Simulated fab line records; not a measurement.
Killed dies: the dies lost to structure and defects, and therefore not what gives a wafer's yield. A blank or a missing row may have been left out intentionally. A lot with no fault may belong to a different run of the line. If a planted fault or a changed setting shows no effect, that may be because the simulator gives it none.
2 desks looking at one fault    flow gf180mcu    only its own numbers are on each desk; what lay behind them is given at the end

## TOOL OWNER'S DESK, lithoTrack-02
The tool's own readings at GF_M1_DEVELOP_13 (develop time 60 s): means of the sampled wafers that have a number, for each lot that ran on this tool. Marked OUT: a lot whose mean sits more than 4 standard deviations from the usual mean, which makes it out of limits; the brackets give that distance.
Columns: A = developerTempC at GF_M1_DEVELOP_13, usual 21.01 C
lot   first seen here  A
L269  day 17 21:07     21.13
L270  day 18 03:52     21.02
L271  day 18 18:34     21.08
L276  day 20 07:22     20.95
L277  day 21 01:55     21.03
L283  day 23 06:31     21.91 (+8.2) OUT
L284  day 23 08:32     22.02 (+9.2) OUT
This desk finds L283, L284 out of limits, L283 being first, at day 23 06:31 (developerTempC at GF_M1_DEVELOP_13). Within limits: L269, L270, L271, L276, L277.

## AT THE METROLOGY DESK
Lot by lot, what the gauges showed, no matter which tool ran the lot: averages of those sampled wafers that carry a number. Marked OUT: a lot whose mean sits more than 4 standard deviations from the usual mean, which makes it out of limits; the brackets give that distance.
Columns: A = CONTACT_W_RS at GF_CONTACT_RS_MEAS_25, usual 0.394 ohm/sq
lot   first seen here  A
L267  day 16 01:55     0.392
L268  day 16 18:30     0.391
L269  day 16 22:02     0.392
L270  day 17 03:56     0.395
L271  day 17 18:44     0.396
L272  day 17 22:51     0.400
L274  day 18 21:16     0.396
L275  day 19 02:35     0.392
L276  day 19 07:22     0.393
L277  day 20 01:27     0.395
L278  day 20 04:11     0.389
L279  day 20 08:43     0.397
L283  day 22 06:57     0.396
L284  day 22 09:13     0.395
Result from this desk: across the 14 lots, nothing is out of limits.

## ALL TOGETHER
At day 23 06:31, on L283, L284, the tool owner's desk was in a position to raise an alarm.
The metrology desk saw nothing out of limits.
The metrology desk has L283, L284 on record, within its limits.
Every lot named ran GF_M1_DEVELOP_13 on lithoTrack-02.

## WHAT THE SIMULATOR HAD INSERTED
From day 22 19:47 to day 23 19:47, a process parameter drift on lithoTrack-02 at GF_M1_DEVELOP_13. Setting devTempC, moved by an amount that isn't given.
Struck lots among those shown: L283, L284.
How many hours passed from the start of the fault until each desk's first out-of-limits reading: the tool owner's desk, 11.
